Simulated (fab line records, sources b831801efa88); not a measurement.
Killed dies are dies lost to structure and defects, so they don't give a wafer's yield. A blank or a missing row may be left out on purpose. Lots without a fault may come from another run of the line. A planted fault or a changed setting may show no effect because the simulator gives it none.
Problem report in the 8D (eight disciplines) form, filled by code | flow sky130 | the parts of the form that need people (team, actions taken, sign-off) are left out

1. THE PROBLEM
oes_product_au at SKY_METAL5_METAL_ETCH_15 reads a mean of 0.818 a.u. on 6 wafers of 2 lots; wafers without a fault read 0.895 a.u. with a standard deviation of 0.0049. That is -16 standard deviations from the usual mean.
The step: etches the open film in Cl2/BCl3, stops on SiO2, target depth 1260 nm, time 252 s.
First seen on wafer L313.2, day 46 19:20, on rie_metal-02. The record holds 30 wafers of 10 lots with a number at this step. Rule for "out", or "out of limits": more than 4 standard deviations from the usual mean. The other wafers with a number count as sound.

2. WHAT IT IS AND WHAT IT IS NOT
question                    | is                     | is not
which readings at this step | oes_product_au         | drypump_motor_current_A, rf_fwd_power_W
which lots                  | L313, L315             | L304, L307, L309, L311, L314, L318, L322, L325
which wafers of those lots  | all that have a number | -
read on which tools         | rie_metal-02           | rie_metal-01, rie_metal-03
when                        | from day 46 19:20      | up to then (12 sound wafers); but 12 sound wafers of L314, L318, L322, L325 came after

3. SUSPECTS, AND WHAT RULES EACH OUT
Counting: a tool at a process step up to the reading stays a suspect if it ran every lot that is out and no sound lot after the first of them.
- pvd_sputter-04 at SKY_METAL4_SPUTTER_03 (material Ti, target thk 5 nm, time 3.3 s): ruled out as a lasting fault. Sound lots L314, L322, L325 ran on it after its first lot that is out, L313 (day 43 00:48).
- rie_metal-02 at SKY_METAL4_DESCUM_15 (chemistry O2, time 8 s): ruled out as a lasting fault. Sound lots L314, L318, L322, L325 ran on it after its first lot that is out, L313 (day 44 22:19).
- rie_metal-02 at SKY_METAL5_METAL_ETCH_15 (etches the open film in Cl2/BCl3, stops on SiO2, target depth 1260 nm, time 252 s): kept. It ran every lot that is out, first L313 (day 46 19:20), and no sound lot after that; its last sound lot up to then is L311 (day 46 05:17). Its own readings are out on those wafers: oes_product_au.
Left after counting: rie_metal-02 at SKY_METAL5_METAL_ETCH_15.

4. THE CAUSE (what the simulator had put in)
Process parameter drift: rie_metal-02, from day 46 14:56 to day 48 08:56, at SKY_METAL5_METAL_ETCH_15. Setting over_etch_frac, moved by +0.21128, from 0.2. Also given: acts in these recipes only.
Counting left only this tool.

5. THE CHAIN OF EFFECTS, in route order
Each row: a reading whose mean over the struck wafers that have a number lies more than 3 standard deviations from the usual. Only readings for which the record gives a usual standard deviation are gone through. hours: the time from each lot's start at the first step in this table that gives one to its start at this step, as a median over the lots. sigmas: the change in usual standard deviations.
hours | step                     | reading                  | usual      | on struck wafers | change | sigmas
0     | SKY_METAL5_METAL_ETCH_15 | oes_product_au           | 0.895 a.u. | 0.818            | -0.078 | -16
0     | SKY_METAL5_STRIP_16      | oes_product_au           | 0.710 a.u. | 0.691            | -0.019 | -4.3
0     | SKY_METAL5_STRIP_16      | strip_time_to_endpoint_s | 12.99 s    | 11.19            | -1.80  | -6.7
The process steps in it:
- SKY_METAL5_METAL_ETCH_15: etches the open film in Cl2/BCl3, stops on SiO2, target depth 1260 nm, time 252 s.
- SKY_METAL5_STRIP_16: strips in O2/N2.

6. WHAT WOULD HAVE CAUGHT IT SOONER
In this record the first reading out of limits was taken at day 46 19:20, 4 hours after the fault began at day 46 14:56.
